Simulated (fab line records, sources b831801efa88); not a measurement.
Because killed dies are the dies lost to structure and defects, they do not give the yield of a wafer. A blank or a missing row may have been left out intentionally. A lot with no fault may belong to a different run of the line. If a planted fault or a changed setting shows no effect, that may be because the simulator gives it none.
Which tool was responsible? :: flow gf180mcu :: 15 lots, 45 wafers sampled, at 2 steps of a route of 602

## WHAT THE GAUGES READ, wafer by wafer
GF_M4_RS_MEAS_05: a four-point-probe measurement. Usual: for M4_ALCU_RS the level is 0.0695 ohm/sq and the standard deviation is 0.0009.
lot: L907
measured: day 22 10:00
on: film_metro-02
M4_ALCU_RS (ohm/sq): 0.0704 0.0687 0.0701
flag: 

lot: L908
measured: day 22 19:23
on: film_metro-04
M4_ALCU_RS (ohm/sq): 0.0698 0.0691 0.0697
flag: 

lot: L910
measured: day 23 17:37
on: film_metro-02
M4_ALCU_RS (ohm/sq): 0.0699 0.0705 0.0690
flag: 

lot: L911
measured: day 24 02:01
on: film_metro-02
M4_ALCU_RS (ohm/sq): 0.0697 0.0696 0.0696
flag: 

lot: L912
measured: day 24 09:24
on: film_metro-04
M4_ALCU_RS (ohm/sq): 0.0696 0.0695 0.0697
flag: 

lot: L913
measured: day 24 13:29
on: film_metro-04
M4_ALCU_RS (ohm/sq): 0.0691 0.0706 0.0691
flag: 

lot: L914
measured: day 24 23:23
on: film_metro-04
M4_ALCU_RS (ohm/sq): 0.0700 0.0694 0.0684
flag: 

lot: L915
measured: day 25 09:59
on: film_metro-03
M4_ALCU_RS (ohm/sq): 0.0693 0.0692 0.0691
flag: 

lot: L920
measured: day 27 19:19
on: film_metro-04
M4_ALCU_RS (ohm/sq): 0.0693 0.0699 0.0694
flag: 

lot: L922
measured: day 28 01:23
on: film_metro-03
M4_ALCU_RS (ohm/sq): 0.0705 0.0688 0.0691
flag: 

lot: L923
measured: day 28 07:31
on: film_metro-04
M4_ALCU_RS (ohm/sq): 0.0696 0.0688 0.0684
flag: 

lot: L927
measured: day 29 03:25
on: film_metro-03
M4_ALCU_RS (ohm/sq): 0.0709 0.0696 0.0695
flag: 

lot: L926
measured: day 29 07:20
on: film_metro-03
M4_ALCU_RS (ohm/sq): 0.0697 0.0713 0.0708
flag: 

lot: L928
measured: day 29 08:34
on: film_metro-02
M4_ALCU_RS (ohm/sq): 0.0687 0.0691 0.0688
flag: 

lot: L930
measured: day 30 00:04
on: film_metro-04
M4_ALCU_RS (ohm/sq): 0.0698 0.0698 0.0689
flag: 

## WHAT TOOL EACH LOT RAN ON (gives the tool, then ch and the chambers of the sampled wafers, and finally the start)
lot: L907
GF_M4_SPUTTER_02: pvd_sputter-03, day 22 09:52

lot: L908
GF_M4_SPUTTER_02: pvd_sputter-02, day 22 19:18

lot: L910
GF_M4_SPUTTER_02: pvd_sputter-03, day 23 17:30

lot: L911
GF_M4_SPUTTER_02: pvd_sputter-01, day 24 01:55

lot: L912
GF_M4_SPUTTER_02: pvd_sputter-01, day 24 09:19

lot: L913
GF_M4_SPUTTER_02: pvd_sputter-03, day 24 13:23

lot: L914
GF_M4_SPUTTER_02: pvd_sputter-03, day 24 23:17

lot: L915
GF_M4_SPUTTER_02: pvd_sputter-01, day 25 09:53

lot: L920
GF_M4_SPUTTER_02: pvd_sputter-02, day 27 19:14

lot: L922
GF_M4_SPUTTER_02: pvd_sputter-02, day 28 01:17

lot: L923
GF_M4_SPUTTER_02: pvd_sputter-01, day 28 07:26

lot: L927
GF_M4_SPUTTER_02: pvd_sputter-03, day 29 03:19

lot: L926
GF_M4_SPUTTER_02: pvd_sputter-02, day 29 07:13

lot: L928
GF_M4_SPUTTER_02: pvd_sputter-01, day 29 08:27

lot: L930
GF_M4_SPUTTER_02: pvd_sputter-03, day 29 23:58
- GF_M4_SPUTTER_02: material AlCu, target thk 450 nm, time 23.9 s.

## AS READ BY THE TOOLS THEMSELVES (means over the sampled wafers that have a number; for cases with no such wafer, the mark the record gives instead)
GF_M4_SPUTTER_02. Usual: chamber_pressure_pa 0.3999 Pa, standard deviation 0.00079; throttle_valve_pct 30.7 %, standard deviation 1.
lot: L907
tool: pvd_sputter-03
chamber_pressure_pa (Pa): 0.4000
throttle_valve_pct (%): 31.5
flag: 

lot: L908
tool: pvd_sputter-02
chamber_pressure_pa (Pa): 0.3985
throttle_valve_pct (%): 30.7
flag: 

lot: L910
tool: pvd_sputter-03
chamber_pressure_pa (Pa): 0.4001
throttle_valve_pct (%): 31.5
flag: 

lot: L911
tool: pvd_sputter-01
chamber_pressure_pa (Pa): 0.4000
throttle_valve_pct (%): 30.1
flag: 

lot: L912
tool: pvd_sputter-01
chamber_pressure_pa (Pa): 0.3997
throttle_valve_pct (%): 30.0
flag: 

lot: L913
tool: pvd_sputter-03
chamber_pressure_pa (Pa): 0.4008
throttle_valve_pct (%): 32.2
flag: 

lot: L914
tool: pvd_sputter-03
chamber_pressure_pa (Pa): 0.4005
throttle_valve_pct (%): 31.5
flag: 

lot: L915
tool: pvd_sputter-01
chamber_pressure_pa (Pa): 0.4011
throttle_valve_pct (%): 30.1
flag: 

lot: L920
tool: pvd_sputter-02
chamber_pressure_pa (Pa): 0.4002
throttle_valve_pct (%): 30.5
flag: 

lot: L922
tool: pvd_sputter-02
chamber_pressure_pa (Pa): 0.3999
throttle_valve_pct (%): 30.7
flag: 

lot: L923
tool: pvd_sputter-01
chamber_pressure_pa (Pa): 0.4005
throttle_valve_pct (%): 30.1
flag: 

lot: L927
tool: pvd_sputter-03
chamber_pressure_pa (Pa): 0.3998
throttle_valve_pct (%): 30.9
flag: 

lot: L926
tool: pvd_sputter-02
chamber_pressure_pa (Pa): 0.3999
throttle_valve_pct (%): 30.7
flag: 

lot: L928
tool: pvd_sputter-01
chamber_pressure_pa (Pa): 0.3997
throttle_valve_pct (%): 29.4
flag: 

lot: L930
tool: pvd_sputter-03
chamber_pressure_pa (Pa): 0.4001
throttle_valve_pct (%): 30.8
flag: 

## THE ANSWER, worked out from the rows above alone
Rule: a lot is off if the mean of its wafers that have a number lies more than 3 standard deviations from the usual mean. A lot without any number at a reading at which 4 lots or more have one is off too. All remaining lots with rows at the step are treated as sound. After the gauges, taken in route order, come the tools' own readings; for these a lot's mean is taken, as printed above. At the first step where some lot is off, the reading lying furthest off is the one used; lots without a number count as furthest.
None of the lots is off at any reading shown; this tells nothing.

## WHAT HAD BEEN PUT IN BY THE SIMULATOR
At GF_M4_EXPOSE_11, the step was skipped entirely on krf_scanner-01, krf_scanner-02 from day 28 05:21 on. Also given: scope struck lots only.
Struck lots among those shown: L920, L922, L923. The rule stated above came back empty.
